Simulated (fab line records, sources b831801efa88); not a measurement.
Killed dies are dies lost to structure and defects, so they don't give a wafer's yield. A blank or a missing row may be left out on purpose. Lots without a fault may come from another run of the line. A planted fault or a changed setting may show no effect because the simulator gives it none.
A struck lot beside a sound one | flow gf180mcu | 14 steps out of a route of 602
Sound: wafers L846.1, L846.2, L846.3. Struck: wafers L847.2, L847.3, L847.5. The cause comes at the end.
At each step with rows: each side's tool, then ch and its chambers, then its first start. Under that, the readings that differ: sound wafers | struck wafers | difference of the means | sigmas: that difference in standard deviations of wafers without a fault.
alike: readings whose means differ by less than 2 such deviations, and words and numbers that are the same on both sides. not compared: withheld readings, readings that some wafer has no value for, bounds like >300 that may hide the same value, and numbers for which the record gives no deviation and whose values overlap.
The two part at a step that has a row with sigmas, a row that says differs or no value, or rows on one side only. Numbers that don't overlap but have no deviation are shown without sigmas and don't part them. A reading that every wafer of one side lacks parts them only if that side has two wafers or more.

first, 1 step without rows for these wafers: GF_V1_CVD_00 (deposits SiO2, target thk 600 nm, time 100 s).
GF_V1_THK_MEAS_01:
  sound on film_metro-04, day 22 04:38; struck on film_metro-03, day 22 18:46
  alike: V1_CVD_00_THK
GF_V1_CVD_02: deposits SiO2 from TEOS, target thk 850 nm, time 94.851 s.
  sound on pecvd-04 ch 0,1,2, day 22 04:41; struck on pecvd-03 ch 1,2, day 22 18:49
  alike: heater_power_outer_w, heater_power_w, rf_fwd_power_W
GF_V1_THK_MEAS_03:
  sound on film_metro-03, day 22 04:46; struck on film_metro-01, day 22 18:56
  alike: V1_CVD_02_THK
GF_V1_CMP_04: polishes SiO2.
  sound on cmp-02 ch 0,2,3, day 22 04:49; struck on cmp-02 ch 1,2, day 22 19:02
  alike: motor_current_A, time_to_endpoint_s
GF_V1_BOW_MEAS_05:
  sound on film_metro-04, day 22 05:07; struck on film_metro-01, day 22 19:19
  alike: V1_BOW
then, 6 steps without rows for these wafers: GF_V1_DEHYDRATE_06 (time 60 s); GF_V1_HMDS_07 (prime time 60 s); GF_V1_COAT_08; GF_V1_COAT_09 (resist thk 1000 nm); GF_V1_SOFTBAKE_10 (time 60 s); GF_V1_EXPOSE_11 (exposes mask Via1, target cd 260 nm).
GF_V1_PEB_12: peb time 90 s.
  sound on litho_track-04 ch 0, day 23 04:23; struck on litho_track-02, day 23 17:07
  no value came back on the struck wafers for chill_plate_temp_C (C), exhaust_pa (Pa), heater_power_total_W (W); on the sound wafers chill_plate_temp_C (C) reads 22.94 23.00 22.80
then, 1 step without rows for these wafers: GF_V1_DEVELOP_13 (develop time 60 s).

WHERE THEY PART
Only at GF_V1_PEB_12, within this record.

WHY: what the simulator had put in
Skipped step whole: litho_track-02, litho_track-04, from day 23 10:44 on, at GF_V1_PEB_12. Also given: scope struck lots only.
